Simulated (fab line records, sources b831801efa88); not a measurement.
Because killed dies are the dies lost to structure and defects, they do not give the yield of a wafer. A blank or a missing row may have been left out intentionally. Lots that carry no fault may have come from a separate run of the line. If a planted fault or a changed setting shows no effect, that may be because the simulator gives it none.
Comparing a struck lot with a sound one	flow sky130	18 out of 708 route steps
Sound: the wafers L910.3, L910.4, L910.5. Wafers struck: L912.3, L912.4, L912.6. At the end, the cause is stated.
For every step that has rows: the tool of each side, followed by ch and its chambers, followed by its first start. Under that, the readings that differ: sound wafers	struck wafers	difference of the means	sigmas: that difference in standard deviations of wafers without a fault.
alike: same words and numbers on both sides, and readings whose means sit less than 2 such deviations apart. not compared: any withheld reading, any reading some wafer has no value for, any bound like >300 that may hide the same value, and any number with overlapping values for which the record gives no deviation.
Wherever a step has rows on one side only, a row that says differs or no value, or a row with sigmas, the two part there. When numbers do not overlap yet have no deviation, they are printed without sigmas and do not part them. A reading missing from all wafers of one side parts the sides only when that side holds two or more wafers.

first, 4 steps without rows for these wafers: SKY_PWDE_SOFTBAKE_03; SKY_PWDE_EXPOSE_04 (exposes mask PWDEM, target cd 840 nm); SKY_PWDE_PEB_05; SKY_PWDE_DEVELOP_06 (develop time 60 s).
SKY_PWDE_OVL_MEAS_07:
  sound on overlay-01, day 7 09:08; struck on overlay-01, day 7 17:56
  alike: PWDE_OVL
after that, 1 step had no rows for these wafers: SKY_PWDE_IMPLANT_08.
SKY_PWDE_STRIP_09: strips in O2/N2.
  sound on plasma_asher-04 ch 0,1, day 7 09:21; struck on plasma_asher-03 ch 0,1, day 7 18:08
  alike: drypump_motor_current_A, oes_product_au, strip_time_to_endpoint_s
  not compared: rf_hours_counter_h
SKY_PWDE_TW_MEAS_10:
  sound on film_metro-03, day 7 09:26; struck on film_metro-03, day 7 18:14
  alike: PWDE_TW
then, 4 steps without rows for these wafers: SKY_NWELL_DEHYDRATE_03 (time 60 s); SKY_NWELL_HMDS_04 (prime time 60 s); SKY_NWELL_COAT_05 (resist thk 3000 nm); SKY_NWELL_SOFTBAKE_06.
SKY_NWELL_EXPOSE_07: exposes mask NWM, target cd 840 nm.
  sound on iline_stepper-02 ch 0, day 7 18:35; struck on iline_stepper-01 ch 0, day 8 03:11
reading	sound	struck	difference	sigmas
model.NWELL.overlay_x_nm (nm)	-0.0895 -0.0895 -0.0895	-90.15 -90.15 -90.15	-90.06	
  alike: mask, reticle_temp_C
then, 2 steps without rows for these wafers: SKY_NWELL_PEB_08; SKY_NWELL_DEVELOP_09 (develop time 60 s).
SKY_NWELL_OVL_MEAS_10:
  sound on overlay-01, day 8 03:23; struck on overlay-02, day 8 13:41
reading	sound	struck	difference	sigmas
NWELL_00_OVL (nm)	0.1 2.3 0.6	-90.7 -89.5 -90.5	-91.2	-76
after that, 1 step had no rows for these wafers: SKY_NWELL_IMPLANT_11.
-- the record jumps here: 41 days lie between the struck wafers' starts before and after (it left off in module NWELL and takes up again in module PAD_OPEN, whose first step shown is number 708 of the route) --
SKY_PAD_OPEN_PROBE_99:
  sound on prober-02, day 49 12:29; struck on prober-02, day 49 19:49
reading	sound	struck	difference	sigmas
model.etest.nfet_16v.r_on_ohm_um	1.396e+04 1.395e+04 1.399e+04	1.339e+04 1.341e+04 1.34e+04	-5.667e+02	
model.etest.pfet_16v.drive_ua_um	243.7 245.3 243.8	268.7 259.6 267.6	+21.0	
model.etest.nfet_16v.drive_ua_um	223.5 222.8 222.5	228.4 225.4 228.2	+4.4	
  alike: killed_at_M0_to_M3, killed_at_M4_up, killed_at_contacts, killed_at_front_end, killed_at_other, killed_dies, killed_open, killed_short
  not compared: model.etest.pfet_16v.r_on_ohm_um

== WHERE THEY PART ==
Only at SKY_NWELL_OVL_MEAS_10, as far as this record shows. Later steps at which nothing parts them and some readings are alike: SKY_PAD_OPEN_PROBE_99.

WHY: what had been put in by the simulator
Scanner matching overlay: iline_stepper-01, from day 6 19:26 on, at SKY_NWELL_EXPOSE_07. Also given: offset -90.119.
